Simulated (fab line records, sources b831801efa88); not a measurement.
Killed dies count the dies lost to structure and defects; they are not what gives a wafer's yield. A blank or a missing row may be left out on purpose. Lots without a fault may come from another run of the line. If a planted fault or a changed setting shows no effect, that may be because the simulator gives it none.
Struck lot and sound lot, side by side || flow gf180mcu || 17 out of 602 route steps
Sound: these wafers, L136.4, L136.5, L136.6. Struck: wafers L131.3, L131.6. The cause is given at the end.
At each step with rows: each side's tool, then ch and its chambers, then its first start. Under that, the readings that differ: sound wafers || struck wafers || difference of the means || sigmas: that difference in standard deviations of wafers without a fault.
alike: same words and numbers on both sides, and readings whose means sit less than 2 such deviations apart. not compared: any withheld reading, any reading some wafer has no value for, any bound like >300 that may hide the same value, and any number with overlapping values for which the record gives no deviation.
The two part at a step that has a row with sigmas, a row that says differs or no value, or rows on one side only. Numbers that don't overlap but have no deviation are shown without sigmas and don't part them. A reading missing from all wafers of one side parts the sides only when that side holds two or more wafers.

first, 4 steps without rows for these wafers: GF_M1_SOFTBAKE_10 (time 60 s); GF_M1_EXPOSE_11 (exposes mask Metal1, target cd 230 nm); GF_M1_PEB_12 (peb time 90 s); GF_M1_DEVELOP_13 (develop time 60 s).
GF_M1_CD_MEAS_14: the cd target is 230 nm.
  sound on cd sem-01 at day 23 00:03; struck on cd sem-01 at day 21 08:22
  alike: cd nm
GF_M1_OVL_MEAS_15:
  sound on overlay-02 at day 23 00:08; struck on overlay-02 at day 21 08:28
  alike: M1_OVL
GF_M1_METAL_ETCH_16: etches the open film in Cl2/BCl3, stops on SiO2, target depth 750.8 nm, time 125.1 s.
  sound on rie metal-02 ch 0,1, day 23 00:11; struck on rie metal-03 ch 1, day 21 08:32
{"reading": "drypump motor current A (A)", "sound": "6.10 5.97 6.10", "struck": "5.53 5.52", "difference": -0.53, "sigmas": -3}
  alike: oes product au, throttle valve pct
  not compared: rf hours counter h
GF_M1_STRIP_17: strips in O2/N2.
  sound on plasma asher-02 ch 0,1, day 23 00:19; struck on plasma asher-02 ch 0, day 21 08:39
{"reading": "strip time to endpoint s (s)", "sound": "7.43 7.38 7.42", "struck": "7.29 7.30", "difference": -0.12, "sigmas": -2}
  alike: drypump motor current A, heater power w, n2 flow sccm, oes product au
  not compared: rf hours counter h
then, 3 steps without rows for these wafers: GF_M1_STRIP_18 (strips in post etch residue remover, time 1200 s); GF_M1_CLEAN_19 (cleans in DIW); GF_V1_CVD_00 (deposits SiO2, target thk 600 nm, time 100 s).
GF_V1_THK_MEAS_01:
  sound on film metro-01 at day 23 00:55; struck on film metro-03 at day 21 09:14
  alike: V1_CVD_00_THK
GF_V1_CVD_02: deposits SiO2 from TEOS, target thk 850 nm, time 94.851 s.
  sound on pecvd-02 ch 0,1,2, day 23 00:59; struck on pecvd-04 ch 0,1, day 21 09:17
{"reading": "heater power w (W)", "sound": "631 550 553", "struck": "724 919", "difference": "+244", "sigmas": "+2"}
{"reading": "run length s (s)", "sound": "122.7 122.8 122.9", "struck": "127.3 126.9", "difference": "+4.3", "sigmas": "+9"}
{"reading": "model.SiO2_of_V1_CVD_02.thk nm (nm)", "sound": "843.3 849 858.4", "struck": "881.1 893.8", "difference": "+37.2", "sigmas": ""}
GF_V1_THK_MEAS_03:
  sound on film metro-04 at day 23 01:02; struck on film metro-01 at day 21 09:36
{"reading": "V1_CVD_02_THK (nm)", "sound": "843 849 859", "struck": "881 894", "difference": "+37", "sigmas": "+3"}
  not compared: hold
GF_V1_CMP_04: polishes SiO2.
  sound on cmp-02 ch 0,1,2, day 23 01:13; struck on cmp-02 ch 1,2, day 21 11:39
{"reading": "hold", "sound": "- - -", "struck": "await dispo/1.8h/release await dispo/1.8h/release", "difference": "no value on the sound wafers", "sigmas": ""}
{"reading": "time to endpoint s (s)", "sound": "82 79 82", "struck": "93 99", "difference": "+15", "sigmas": "+3"}
  alike: motor current A
GF_V1_BOW_MEAS_05:
  sound on film metro-03 at day 23 01:26; struck on film metro-01 at day 21 11:56
  alike: V1_BOW
-- the record jumps here: 11 days lie between the struck wafers' starts before and after (it left off in module V1 and takes up again in module PASSIVATION, whose first step shown is number 602 of the route) --
GF_PASSIVATION_PROBE_99:
  only the struck wafers here have rows in the record (prober-01, day 32 07:38); the sound ones have none

== WHERE THEY PART ==
Earliest at GF_M1_METAL_ETCH_16; latest, in this record, at GF_PASSIVATION_PROBE_99.

WHY: what the simulator had put in
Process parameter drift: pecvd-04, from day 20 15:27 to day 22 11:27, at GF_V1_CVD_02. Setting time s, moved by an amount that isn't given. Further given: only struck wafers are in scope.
